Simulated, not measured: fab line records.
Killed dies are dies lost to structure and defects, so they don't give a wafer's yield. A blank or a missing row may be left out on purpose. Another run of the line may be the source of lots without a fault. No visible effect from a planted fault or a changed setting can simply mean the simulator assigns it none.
Matching of chambers || flow sky130 || SKY_LI_CONTACT_HDPCVD_00 on hdpcvd-02: 3 sister chambers
The step deposits PSG, target thk 930 nm, time 155 s. 3 wafers are shown with their chamber, then 7 later ones without.

== WAFERS, EACH WITH ITS CHAMBER ==
{"wafer": "L736.6", "chamber": 2, "run length s (s)": 181.9}
{"wafer": "L739.2", "chamber": 1, "run length s (s)": 181.9}
{"wafer": "L739.4", "chamber": 0, "run length s (s)": 183.5}

== WAFERS MISSING THEIR CHAMBER ==
{"wafer": "L739.6", "run length s (s)": 182.1}
{"wafer": "L740.3", "run length s (s)": 182.8}
{"wafer": "L740.4", "run length s (s)": 182.0}
{"wafer": "L740.5", "run length s (s)": 182.3}
{"wafer": "L741.2", "run length s (s)": 182.7}
{"wafer": "L741.4", "run length s (s)": 182.0}
{"wafer": "L741.5", "run length s (s)": 181.9}

== WHICH CHAMBER EACH ONE RAN IN ==
{"wafer": "L739.6", "from the rows above": "can't be placed: 1 or 2", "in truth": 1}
{"wafer": "L740.3", "from the rows above": "can't be placed: 0 or 1 or 2", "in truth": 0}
{"wafer": "L740.4", "from the rows above": "can't be placed: 1 or 2", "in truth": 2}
{"wafer": "L740.5", "from the rows above": "can't be placed: 1 or 2 or 0", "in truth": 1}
{"wafer": "L741.2", "from the rows above": "can't be placed: 1 or 2 or 0", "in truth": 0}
{"wafer": "L741.4", "from the rows above": "can't be placed: 1 or 2", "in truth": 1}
{"wafer": "L741.5", "from the rows above": "can't be placed: 1 or 2", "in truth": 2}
Correct placement for 0 of the 7. These rows do not allow placing 7 (true chamber among the candidates in 7). 0 placed wrongly.
How it was worked out, from the rows above alone: a wafer's distance from a chamber is the root of the sum, over the readings, of the square of ((its reading less the chamber's mean) divided by the reading's scatter). The wafer belongs to the nearest chamber; if the next one is less than 2 further off, it can't be placed. For every chamber, the mean is computed from those of its wafers that are shown. The scatter (one wafer shown for each chamber): square how far every hidden wafer sits from the nearest shown wafer, average those squares and take the square root.
